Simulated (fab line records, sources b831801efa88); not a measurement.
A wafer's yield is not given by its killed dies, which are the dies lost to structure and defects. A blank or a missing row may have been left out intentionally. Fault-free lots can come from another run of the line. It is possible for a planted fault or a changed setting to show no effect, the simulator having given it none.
The tool behind it: which one?	flow gf180mcu	21 wafers from 7 lots sampled at 2 of the route's 602 steps

## WHAT THE GAUGES READ, wafer by wafer
GF_M3_RS_MEAS_05: uses a four-point probe to measure.
lot	measured	on	M3_ALCU_RS (ohm/sq)
L256	day 20 14:41	filmMetro-04	0.0693 0.0690 0.0679
L258	day 21 08:17	filmMetro-04	0.0694 0.0695 0.0694
L263	day 23 08:11	filmMetro-04	0.0675 0.0680 0.0684
L270	day 25 21:04	filmMetro-04	0.0680 0.0682 0.0681
L272	day 26 09:16	filmMetro-03	0.0690 0.0688 0.0691
L276	day 27 11:02	filmMetro-04	0.0693 0.0688 0.0694
L278	day 28 02:55	filmMetro-03	0.0693 0.0690 0.0693

## EACH LOT AND THE TOOL THAT RAN IT (in order: tool; ch and the chambers of the sampled wafers; start)
lot	GF_CONTACT_SPUTTER_23
L256	pvdSputter-01, day 16 09:07
L258	pvdSputter-02, day 17 03:36
L263	pvdSputter-02, day 19 01:39
L270	pvdSputter-01, day 21 19:57
L272	pvdSputter-01, day 22 11:08
L276	pvdSputter-02, day 23 14:07
L278	pvdSputter-02, day 24 08:12
- GF_CONTACT_SPUTTER_23: material TiN, target thk 10 nm, time 40 s.

## THE ANSWER, worked out from the rows above alone
Rule: the usual values come from the lots themselves. The widest of any qualifying gaps counts: lots, ordered by their means at a reading, are off when they make up no more than a third of the lots, leave a main group of 4 or more, and stand apart from it by 3 or more times the standard deviation of that group's means. A main group is skipped when, at the precision printed for the reading in the tables above, its means are all equal. Also off: a lot with no number at a reading for which 4 or more lots have one. Where the step has rows for the other lots, those lots are counted as sound.
Nothing can be told from this: no lot is off at any reading shown.

## WHAT WAS PUT IN BY THE SIMULATOR
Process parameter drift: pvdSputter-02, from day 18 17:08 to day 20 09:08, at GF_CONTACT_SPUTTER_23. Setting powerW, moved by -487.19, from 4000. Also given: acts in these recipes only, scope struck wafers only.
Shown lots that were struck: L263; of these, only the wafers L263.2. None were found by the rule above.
